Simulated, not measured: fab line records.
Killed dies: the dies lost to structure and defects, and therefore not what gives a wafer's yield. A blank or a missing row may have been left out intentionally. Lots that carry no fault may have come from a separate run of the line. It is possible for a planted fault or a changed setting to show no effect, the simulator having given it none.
Commonality check across tools + flow gf180mcu + 13 lots, 39 wafers sampled

== WHY THIS WAS OPENED ==
Flagged at GF_HV_LDD_CD_MEAS_07: reading cdNm, on 1 of 13 lots. Wafers without a fault read 399.8 nm, standard deviation 1.9.
Rule: flag the lot when none of its wafers has a number, or when each of its wafers that has one lies beyond 4 standard deviations from that mean. As for the other lots, they are considered sound.

| lot  | measured     | on       | cdNm (nm), wafer by wafer | flag    |
|------|--------------|----------|---------------------------|---------|
| L592 | day 10 00:01 | cdSem-02 | 403.0 398.1 399.8         |         |
| L593 | day 10 10:32 | cdSem-02 | 398.2 398.1 398.9         |         |
| L594 | day 10 14:58 | cdSem-02 | 402.3 398.6 400.9         |         |
| L595 | day 11 05:22 | cdSem-02 | 402.8 403.8 402.4         |         |
| L597 | day 11 14:59 | cdSem-02 | 400.5 401.4 400.2         |         |
| L598 | day 11 23:16 | cdSem-01 | 395.7 397.7 396.6         |         |
| L599 | day 12 02:08 | cdSem-02 | 399.6 399.1 399.4         |         |
| L607 | day 14 11:54 | cdSem-01 | 321.0 320.8 321.1         | FLAGGED |
| L610 | day 15 21:47 | cdSem-01 | 399.1 396.6 398.8         |         |
| L612 | day 16 04:32 | cdSem-02 | 401.0 400.7 401.7         |         |
| L613 | day 16 11:33 | cdSem-01 | 399.2 399.6 397.6         |         |
| L614 | day 16 20:51 | cdSem-02 | 401.1 401.6 400.3         |         |
| L615 | day 17 02:19 | cdSem-02 | 401.9 400.1 400.0         |         |
The mean of the flagged lots' numbers is 321.0 nm, -78.8 nm from the usual (-41 standard deviations).

== WHICH TOOL EACH LOT WENT THROUGH ==
The record holds 1 process step before the reading, out of a route of 602 steps. Each cell gives the tool, then ch followed by the chambers the sampled wafers passed through, then the start.
| lot  | flag    | GF_HV_LDD_EXPOSE_04                |
|------|---------|------------------------------------|
| L592 |         | ilineStepper-01 ch 0, day 9 15:35  |
| L593 |         | ilineStepper-02 ch 0, day 10 01:28 |
| L594 |         | ilineStepper-02 ch 0, day 10 06:17 |
| L595 |         | ilineStepper-02 ch 0, day 10 20:05 |
| L597 |         | ilineStepper-02 ch 0, day 11 05:53 |
| L598 |         | ilineStepper-01 ch 0, day 11 13:35 |
| L599 |         | ilineStepper-02 ch 0, day 11 16:28 |
| L607 | FLAGGED | ilineStepper-02 ch 0, day 14 01:36 |
| L610 |         | ilineStepper-02 ch 0, day 15 10:40 |
| L612 |         | ilineStepper-02 ch 0, day 15 18:23 |
| L613 |         | ilineStepper-02 ch 0, day 16 00:17 |
| L614 |         | ilineStepper-02 ch 0, day 16 09:41 |
| L615 |         | ilineStepper-02 ch 0, day 16 15:34 |
What these steps do:
- GF_HV_LDD_EXPOSE_04: exposes mask Nplus LV AREA, target cd 400 nm.
- GF_HV_LDD_CD_MEAS_07: target cd 400 nm.

== FLAGGED OVER TOTAL, TOOL BY TOOL (the gauges that took the reading come last) ==
| step                 | tool            | lots run | flagged | share of the flagged lots | sound lots run after its first flagged lot |
|----------------------|-----------------|----------|---------|---------------------------|--------------------------------------------|
| GF_HV_LDD_EXPOSE_04  | ilineStepper-01 | 2        | 0       | none                      | -                                          |
| GF_HV_LDD_EXPOSE_04  | ilineStepper-02 | 11       | 1       | all                       | 5 (L610,L612,L613,L614,L615)               |
| GF_HV_LDD_CD_MEAS_07 | cdSem-01        | 4        | 1       | all                       | 2 (L610,L613)                              |
| GF_HV_LDD_CD_MEAS_07 | cdSem-02        | 9        | 0       | none                      | -                                          |

== WHAT IS ALLOWED BY THE TABLE ==
Every flagged lot went through 2 rows of the table: ilineStepper-02 at GF_HV_LDD_EXPOSE_04 and cdSem-01 at GF_HV_LDD_CD_MEAS_07.
- ilineStepper-02 at GF_HV_LDD_EXPOSE_04: 1 of its 11 lots flagged. Lots that were sound ran on it after the first flagged one (L610, L612, L613, L614, L615); a persistent fault on the entire tool would not allow that.
- cdSem-01 at GF_HV_LDD_CD_MEAS_07: 1 of its 4 lots flagged. Lots that were sound ran on it after the first flagged one (L610, L613); a persistent fault on the entire tool would not allow that.
No row of the table ran every flagged lot and no sound lot after the first.

== WHAT WAS PUT IN BY THE SIMULATOR ==
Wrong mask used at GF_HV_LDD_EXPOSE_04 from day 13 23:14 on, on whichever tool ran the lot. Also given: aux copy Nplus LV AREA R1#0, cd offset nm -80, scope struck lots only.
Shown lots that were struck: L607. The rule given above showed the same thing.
